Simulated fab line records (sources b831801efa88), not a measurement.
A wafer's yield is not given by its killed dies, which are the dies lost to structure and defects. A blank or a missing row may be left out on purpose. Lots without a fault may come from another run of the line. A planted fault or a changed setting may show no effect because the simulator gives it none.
Which tool is to blame? || flow sky130 || 13 lots, 39 wafers sampled, at 4 steps of a route of 708

WHAT THE GAUGES READ, wafer by wafer
SKY_NWELL_RS_MEAS_31: uses a four-point probe to measure.
{"lot": "L953", "measured": "day 5 09:17", "on": "filmMetro-04", "PWDE_RS (ohm/sq)": "5284 5270 5324"}
{"lot": "L954", "measured": "day 5 14:42", "on": "filmMetro-03", "PWDE_RS (ohm/sq)": "5274 5265 5249"}
{"lot": "L956", "measured": "day 5 22:50", "on": "filmMetro-04", "PWDE_RS (ohm/sq)": "5283 5283 5282"}
{"lot": "L957", "measured": "day 6 05:28", "on": "filmMetro-01", "PWDE_RS (ohm/sq)": "5289 5279 5272"}
{"lot": "L958", "measured": "day 6 10:38", "on": "filmMetro-01", "PWDE_RS (ohm/sq)": "5273 5263 5269"}
{"lot": "L959", "measured": "day 6 15:23", "on": "filmMetro-03", "PWDE_RS (ohm/sq)": "5278 5273 5260"}
{"lot": "L960", "measured": "day 7 02:17", "on": "filmMetro-03", "PWDE_RS (ohm/sq)": "5266 5263 5266"}
{"lot": "L967", "measured": "day 9 09:30", "on": "filmMetro-04", "PWDE_RS (ohm/sq)": "5280 5283 5274"}
{"lot": "L966", "measured": "day 9 10:09", "on": "filmMetro-03", "PWDE_RS (ohm/sq)": "5281 5277 5297"}
{"lot": "L968", "measured": "day 9 13:32", "on": "filmMetro-04", "PWDE_RS (ohm/sq)": "5280 5277 5273"}
{"lot": "L971", "measured": "day 9 21:28", "on": "filmMetro-01", "PWDE_RS (ohm/sq)": "5308 5295 5287"}
{"lot": "L975", "measured": "day 10 22:23", "on": "filmMetro-03", "PWDE_RS (ohm/sq)": "5292 5287 5312"}
{"lot": "L976", "measured": "day 11 06:16", "on": "filmMetro-03", "PWDE_RS (ohm/sq)": "5298 5310 5302"}

SKY_LDD_HVN_TW_MEAS_10.
{"lot": "L953", "measured": "day 20 08:59", "on": "filmMetro-04", "LDD_HVN_TW": "1454 1447 1444"}
{"lot": "L954", "measured": "day 20 09:17", "on": "filmMetro-04", "LDD_HVN_TW": "1449 1457 1439"}
{"lot": "L956", "measured": "day 21 06:37", "on": "filmMetro-04", "LDD_HVN_TW": "1447 1445 1445"}
{"lot": "L957", "measured": "day 21 14:40", "on": "filmMetro-04", "LDD_HVN_TW": "1453 1454 1452"}
{"lot": "L958", "measured": "day 21 23:14", "on": "filmMetro-02", "LDD_HVN_TW": "1282 1274 1281"}
{"lot": "L959", "measured": "day 22 06:52", "on": "filmMetro-02", "LDD_HVN_TW": "1281 1286 1287"}
{"lot": "L960", "measured": "day 23 03:25", "on": "filmMetro-02", "LDD_HVN_TW": "1433 1436 1437"}
{"lot": "L967", "measured": "day 26 04:07", "on": "filmMetro-04", "LDD_HVN_TW": "1447 1447 1451"}
{"lot": "L966", "measured": "day 26 04:17", "on": "filmMetro-04", "LDD_HVN_TW": "1451 1444 1449"}
{"lot": "L968", "measured": "day 26 10:22", "on": "filmMetro-04", "LDD_HVN_TW": "1462 1448 1448"}
{"lot": "L971", "measured": "day 27 02:17", "on": "filmMetro-04", "LDD_HVN_TW": "1460 1467 1456"}
{"lot": "L975", "measured": "day 28 05:07", "on": "filmMetro-04", "LDD_HVN_TW": "1438 1456 1452"}
{"lot": "L976", "measured": "day 28 11:50", "on": "filmMetro-01", "LDD_HVN_TW": "1426 1421 1428"}

SKY_METAL2_CD_MEAS_15 targets a cd of 140 nm.
{"lot": "L953", "measured": "day 35 09:23", "on": "cdSem-01", "cdNm (nm)": "138.9 139.1 138.0"}
{"lot": "L954", "measured": "day 35 09:46", "on": "cdSem-02", "cdNm (nm)": "140.4 140.0 140.3"}
{"lot": "L956", "measured": "day 35 22:33", "on": "cdSem-01", "cdNm (nm)": "140.1 139.4 141.6"}
{"lot": "L957", "measured": "day 36 05:44", "on": "cdSem-02", "cdNm (nm)": "141.2 141.6 141.1"}
{"lot": "L958", "measured": "day 36 14:43", "on": "cdSem-02", "cdNm (nm)": "138.8 138.9 139.2"}
{"lot": "L959", "measured": "day 36 20:47", "on": "cdSem-01", "cdNm (nm)": "139.7 142.2 141.5"}
{"lot": "L960", "measured": "day 37 13:03", "on": "cdSem-02", "cdNm (nm)": "137.7 137.1 137.3"}
{"lot": "L967", "measured": "day 40 07:04", "on": "cdSem-02", "cdNm (nm)": "136.9 136.8 136.8"}
{"lot": "L966", "measured": "day 40 08:16", "on": "cdSem-02", "cdNm (nm)": "139.5 138.5 138.2"}
{"lot": "L968", "measured": "day 40 10:38", "on": "cdSem-02", "cdNm (nm)": "141.6 140.7 140.6"}
{"lot": "L971", "measured": "day 40 23:20", "on": "cdSem-01", "cdNm (nm)": "139.0 140.9 140.5"}
{"lot": "L975", "measured": "day 41 22:47", "on": "cdSem-02", "cdNm (nm)": "139.3 138.6 140.2"}
{"lot": "L976", "measured": "day 42 04:59", "on": "cdSem-02", "cdNm (nm)": "140.0 139.7 139.9"}

WHAT TOOL EACH LOT RAN ON (gives the tool, then ch and the chambers of the sampled wafers, and finally the start)
{"lot": "L953", "SKY_LDD_HVN_IMPLANT_08": "implanter-03 ch 0, day 20 08:44"}
{"lot": "L954", "SKY_LDD_HVN_IMPLANT_08": "implanter-01 ch 0, day 20 09:03"}
{"lot": "L956", "SKY_LDD_HVN_IMPLANT_08": "implanter-01 ch 0, day 21 06:22"}
{"lot": "L957", "SKY_LDD_HVN_IMPLANT_08": "implanter-03 ch 0, day 21 14:25"}
{"lot": "L958", "SKY_LDD_HVN_IMPLANT_08": "implanter-01 ch 0, day 21 23:01"}
{"lot": "L959", "SKY_LDD_HVN_IMPLANT_08": "implanter-01 ch 0, day 22 06:37"}
{"lot": "L960", "SKY_LDD_HVN_IMPLANT_08": "implanter-03 ch 0, day 23 03:11"}
{"lot": "L967", "SKY_LDD_HVN_IMPLANT_08": "implanter-01 ch 0, day 26 03:53"}
{"lot": "L966", "SKY_LDD_HVN_IMPLANT_08": "implanter-03 ch 0, day 26 04:04"}
{"lot": "L968", "SKY_LDD_HVN_IMPLANT_08": "implanter-03 ch 0, day 26 10:07"}
{"lot": "L971", "SKY_LDD_HVN_IMPLANT_08": "implanter-01 ch 0, day 27 02:02"}
{"lot": "L975", "SKY_LDD_HVN_IMPLANT_08": "implanter-02 ch 0, day 28 04:52"}
{"lot": "L976", "SKY_LDD_HVN_IMPLANT_08": "implanter-01 ch 0, day 28 11:37"}
- SKY_LDD_HVN_IMPLANT_08

AS READ BY THE TOOLS THEMSELVES (means over the sampled wafers that have a number; for cases with no such wafer, the mark the record gives instead)
SKY_LDD_HVN_IMPLANT_08.
{"lot": "L953", "tool": "implanter-03", "tiltDeg (degrees)": 39.985}
{"lot": "L954", "tool": "implanter-01", "tiltDeg (degrees)": 39.998}
{"lot": "L956", "tool": "implanter-01", "tiltDeg (degrees)": 40.011}
{"lot": "L957", "tool": "implanter-03", "tiltDeg (degrees)": 40.010}
{"lot": "L958", "tool": "implanter-01", "tiltDeg (degrees)": 0.030}
{"lot": "L959", "tool": "implanter-01", "tiltDeg (degrees)": -0.026}
{"lot": "L960", "tool": "implanter-03", "tiltDeg (degrees)": 39.993}
{"lot": "L967", "tool": "implanter-01", "tiltDeg (degrees)": 39.979}
{"lot": "L966", "tool": "implanter-03", "tiltDeg (degrees)": 40.027}
{"lot": "L968", "tool": "implanter-03", "tiltDeg (degrees)": 40.008}
{"lot": "L971", "tool": "implanter-01", "tiltDeg (degrees)": 40.019}
{"lot": "L975", "tool": "implanter-02", "tiltDeg (degrees)": 39.990}
{"lot": "L976", "tool": "implanter-01", "tiltDeg (degrees)": 40.015}

THE ANSWER, worked out from the rows above alone
Rule: usual is defined by the lots themselves. The widest of any qualifying gaps counts: lots, ordered by their means at a reading, are off when they make up no more than a third of the lots, leave a main group of 4 or more, and stand apart from it by 3 or more times the standard deviation of that group's means. The tables above print the reading to a certain number of digits; a main group whose means all agree to those digits is not used. Also off: a lot with no number at a reading for which 4 or more lots have one. The other lots that the step has rows for count as sound. First the gauges in route order, then the tools' own readings, where a lot's mean is used as printed above. The first step at which some lot is off is used, and at that step the reading that is off furthest; a lot without a number counts as furthest.
Off: at SKY_LDD_HVN_TW_MEAS_10 (LDD_HVN_TW), L958, L959. Main group: mean 1447, sd 9.
If a tool, at a process step before that reading, ran all the lots that are off and no sound lot after the first of them, it fits. Not tried: the gauges at SKY_LDD_HVN_TW_MEAS_10; whatever is off there is also off at SKY_LDD_HVN_IMPLANT_08, on other tools, and gauge error can't account for it. No candidate that was tried fits.

WHAT THE SIMULATOR HAD PUT IN
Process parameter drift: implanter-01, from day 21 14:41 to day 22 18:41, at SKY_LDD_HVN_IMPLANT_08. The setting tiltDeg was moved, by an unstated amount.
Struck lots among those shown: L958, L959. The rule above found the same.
